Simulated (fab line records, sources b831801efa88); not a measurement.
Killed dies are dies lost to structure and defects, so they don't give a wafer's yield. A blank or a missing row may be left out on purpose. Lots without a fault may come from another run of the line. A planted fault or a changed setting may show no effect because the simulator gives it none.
A struck lot beside a sound one | flow sky130 | 22 steps out of a route of 708
Sound: wafers L518.1, L518.5, L518.6. Struck: wafers L523.1, L523.4, L523.6. The cause comes at the end.
At each step with rows: each side's tool, then ch and its chambers, then its first start. Under that, the readings that differ: sound wafers | struck wafers | difference of the means | sigmas: that difference in standard deviations of wafers without a fault.
alike: readings whose means differ by less than 2 such deviations, and words and numbers that are the same on both sides. not compared: withheld readings, readings that some wafer has no value for, bounds like >300 that may hide the same value, and numbers for which the record gives no deviation and whose values overlap.
The two part at a step that has a row with sigmas, a row that says differs or no value, or rows on one side only. Numbers that don't overlap but have no deviation are shown without sigmas and don't part them. A reading that every wafer of one side lacks parts them only if that side has two wafers or more.

first, 5 steps without rows for these wafers: SKY_LDD_P_COAT_02 (resist thk 1140 nm); SKY_LDD_P_SOFTBAKE_03 (time 60 s); SKY_LDD_P_EXPOSE_04 (exposes mask PSDM, target cd 380 nm); SKY_LDD_P_PEB_05; SKY_LDD_P_DEVELOP_06 (develop time 60 s).
SKY_LDD_P_CD_MEAS_07: target cd 380 nm.
  sound on cd_sem-02, day 21 04:30; struck on cd_sem-02, day 22 22:16
  alike: cd_nm
SKY_LDD_P_OVL_MEAS_08:
  sound on overlay-01, day 21 04:37; struck on overlay-02, day 22 22:23
  alike: LDD_P_OVL
then, 1 step without rows for these wafers: SKY_LDD_P_IMPLANT_09.
SKY_LDD_P_STRIP_10: strips in O2/N2.
  sound on plasma_asher-02 ch 0,1, day 21 04:49; struck on plasma_asher-01 ch 0,1, day 22 22:34
  alike: drypump_motor_current_A, oes_product_au, strip_time_to_endpoint_s
  not compared: rf_hours_counter_h
SKY_LDD_P_TW_MEAS_11:
  sound on film_metro-02, day 21 04:55; struck on film_metro-04, day 22 22:40
  alike: LDD_P_TW
then, 2 steps without rows for these wafers: SKY_LDD_HVN_DEHYDRATE_00 (time 60 s); SKY_LDD_HVN_HMDS_01 (prime time 60 s).
SKY_LDD_HVN_COAT_02: resist thk 300 nm.
  sound on litho_track-01 ch 0, day 21 20:26; struck on litho_track-01 ch 0, day 23 12:14
  reading                                      | sound           | struck          | difference | sigmas
  exhaust_pa (Pa)                              | 44.3 42.8 42.7  | 46.0 45.0 45.4  | +2.2       | +2
  model.NOVOLAK_of_LDD_HVN_COAT_02.thk_nm (nm) | 298.1 298.9 299 | 181 180.2 180.9 | -118       |
  alike: spin_speed_rpm
then, 3 steps without rows for these wafers: SKY_LDD_HVN_SOFTBAKE_03 (time 60 s); SKY_LDD_HVN_EXPOSE_04 (exposes mask HVNTM, target cd 700 nm); SKY_LDD_HVN_PEB_05.
SKY_LDD_HVN_DEVELOP_06: develop time 60 s.
  sound on litho_track-03 ch 0, day 22 11:23; struck on litho_track-01 ch 0, day 24 03:14
  reading                                      | sound             | struck            | difference | sigmas
  exhaust_pa (Pa)                              | 43.1 43.7 43.7    | 43.8 46.3 46.4    | +2.0       | +2
  model.NOVOLAK_of_LDD_HVN_COAT_02.thk_nm (nm) | 297.7 298.5 298.6 | 180.6 179.8 180.5 | -118.0     |
SKY_LDD_HVN_OVL_MEAS_07:
  sound on overlay-01, day 22 11:32; struck on overlay-02, day 24 03:23
  alike: LDD_HVN_OVL
then, 1 step without rows for these wafers: SKY_LDD_HVN_IMPLANT_08.
SKY_LDD_HVN_STRIP_09: strips in O2/N2.
  sound on plasma_asher-02 ch 0,1, day 22 11:43; struck on plasma_asher-03 ch 0,1, day 24 03:34
  reading                      | sound             | struck            | difference | sigmas
  oes_product_au (a.u.)        | 0.416 0.403 0.415 | 0.351 0.338 0.334 | -0.070     | -16
  strip_time_to_endpoint_s (s) | 4.112 4.120 4.129 | 2.556 2.545 2.546 | -1.571     | -98
  alike: drypump_motor_current_A
  not compared: rf_hours_counter_h
SKY_LDD_HVN_TW_MEAS_10:
  sound on film_metro-01, day 22 11:49; struck on film_metro-01, day 24 03:40
  alike: LDD_HVN_TW
-- the record jumps here: 24 days lie between the struck wafers' starts before and after (it left off in module LDD_HVN and takes up again in module PAD_OPEN, whose first step shown is number 708 of the route) --
SKY_PAD_OPEN_PROBE_99:
  sound on prober-02, day 47 06:37; struck on prober-01, day 48 09:31
  alike: killed_at_M0_to_M3, killed_at_M4_up, killed_at_contacts, killed_at_front_end, killed_at_other, killed_dies, killed_open, killed_short

WHERE THEY PART
First at SKY_LDD_HVN_COAT_02; last, within this record, at SKY_LDD_HVN_STRIP_09. Later steps at which nothing parts them and some readings are alike: SKY_LDD_HVN_TW_MEAS_10, SKY_PAD_OPEN_PROBE_99.

WHY: what the simulator had put in
Process parameter drift: litho_track-01, from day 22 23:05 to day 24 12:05, at SKY_LDD_HVN_COAT_02. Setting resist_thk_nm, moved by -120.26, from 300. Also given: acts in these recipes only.
